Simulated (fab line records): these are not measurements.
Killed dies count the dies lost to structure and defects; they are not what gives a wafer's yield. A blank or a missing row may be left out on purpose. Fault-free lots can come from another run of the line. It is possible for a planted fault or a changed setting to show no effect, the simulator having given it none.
A struck lot beside a sound one | flow sky130 | 18 steps out of a route of 708
Sound: the wafers L561.1, L561.4, L561.6. The struck wafers were L567.1, L567.3, L567.6. Last of all comes the cause.
At each step with rows: each side's tool, then ch and its chambers, then its first start. Under that, the readings that differ: sound wafers | struck wafers | difference of the means | sigmas: that difference in standard deviations of wafers without a fault.
alike: words and numbers the same on both sides, and readings whose means are apart by under 2 such deviations; not compared: readings that were withheld, readings missing a value for some wafer, numbers with overlapping values and no deviation given by the record, and bounds like >300 which may hide the same value.
A row with sigmas, a row that says differs or no value, or rows on one side alone: a step with any of these is where the two part. Numbers that don't overlap but have no deviation are shown without sigmas and don't part them. Lack of a reading on every wafer of one side parts them only where that side has two or more wafers.

SKY_LDD_HVP_STRIP_09: strips in O2/N2.
  sound on plasma-asher-04 ch 0,1, day 21 20:45; struck on plasma-asher-03 ch 0,1, day 24 14:35
  alike: drypump-motor-current-A, oes-product-au, strip-time-to-endpoint-s
  not compared: rf-hours-counter-h
SKY_LDD_HVP_TW_MEAS_10:
  sound on film-metro-04, day 21 20:51; struck on film-metro-03, day 24 14:41
  alike: LDD_HVP_TW
then, 7 steps without rows for these wafers: SKY_LDD_LDN_DEHYDRATE_00 (time 60 s); SKY_LDD_LDN_HMDS_01 (prime time 60 s); SKY_LDD_LDN_COAT_02 (resist thk 1140 nm); SKY_LDD_LDN_SOFTBAKE_03 (time 60 s); SKY_LDD_LDN_EXPOSE_04 (exposes mask LDNTM, target cd 700 nm); SKY_LDD_LDN_PEB_05; SKY_LDD_LDN_DEVELOP_06 (develop time 60 s).
SKY_LDD_LDN_OVL_MEAS_07:
  sound on overlay-02, day 23 03:23; struck on overlay-02, day 25 19:59
  alike: LDD_LDN_OVL
then, 2 steps without rows for these wafers: SKY_LDD_LDN_IMPLANT_08; SKY_LDD_LDN_IMPLANT_09.
SKY_LDD_LDN_IMPLANT_10:
  sound on implanter-02 ch 0, day 23 03:44; struck on implanter-03 ch 0, day 25 20:20
  reading                   | sound             | struck            | difference | sigmas
  implant-ion-amu           | 75 75 75          | 31 31 31          | -44        |
  model.implant.rp-nm (nm)  | 12.78 12.78 12.78 | 22.47 22.47 22.47 | +9.69      |
  model.implant.drp-nm (nm) | 5.933 5.933 5.933 | 10.9 10.9 10.9    | +5.0       |
  alike: beam-energy-keV, rotation-deg
following that, these wafers have no rows for 1 step: SKY_LDD_LDN_IMPLANT_11.
SKY_LDD_LDN_STRIP_12: strips in O2/N2.
  sound on plasma-asher-01 ch 0,1, day 23 04:02; struck on plasma-asher-01 ch 0, day 25 20:38
  alike: drypump-motor-current-A, oes-product-au, strip-time-to-endpoint-s
  not compared: rf-hours-counter-h
SKY_LDD_LDN_TW_MEAS_13:
  sound on film-metro-04, day 23 04:08; struck on film-metro-01, day 25 20:44
  reading    | sound          | struck         | difference | sigmas
  LDD_LDN_TW | 1483 1491 1475 | 1421 1423 1423 | -61        | -8
then, 1 step without rows for these wafers: SKY_LDD_LDN_CLEAN_14 (cleans in SC1/SC2, time 150 s).
-- a jump in the record: the struck wafers' starts before and after are 22 days apart (it breaks off in module LDD_LDN and resumes in module PAD_OPEN, where the first step shown is number 708 of the route) --
SKY_PAD_OPEN_PROBE_99:
  sound on prober-02, day 46 00:04; struck on prober-02, day 48 07:31
  reading                                     | sound                   | struck                  | difference | sigmas
  model.etest.tip-sonos.rs-ohm-sq             | 2601 2628 2636          | 1856 1856 1840          | -771       |
  model.etest.sonos-uncharged.r-on-ohm-um     | 814 796.4 820           | 750.5 757.4 760.5       | -54.0      |
  model.etest.sonos-programmed.off-log10-a-um | -14.04 -13.92 -14.08    | -12.46 -12.47 -12.43    | +1.56      |
  model.etest.sonos-programmed.vt-v (V)       | 1.539 1.503 1.491       | 1.344 1.364 1.407       | -0.139     |
  model.etest.sonos-baked.vt-v (V)            | 0.9868 0.9343 1.008     | 0.8079 0.8586 0.8968    | -0.1219    |
  model.etest.sonos-uncharged.vt-v (V)        | -0.4328 -0.4174 -0.3838 | -0.5498 -0.5468 -0.5244 | -0.1290    |
  model.etest.sonos-erased.vt-v (V)           | -2.364 -2.328 -2.3      | -2.416 -2.448 -2.468    | -0.113     |
  alike: killed_at_M0_to_M3, killed_at_M4_up, killed-at-contacts, killed-at-front-end, killed-at-other, killed-dies, killed-open, killed-short

WHERE THEY PART
Only at SKY_LDD_LDN_TW_MEAS_13, within this record. Later steps at which nothing parts them and some readings are alike: SKY_PAD_OPEN_PROBE_99.

WHY: what the simulator had put in
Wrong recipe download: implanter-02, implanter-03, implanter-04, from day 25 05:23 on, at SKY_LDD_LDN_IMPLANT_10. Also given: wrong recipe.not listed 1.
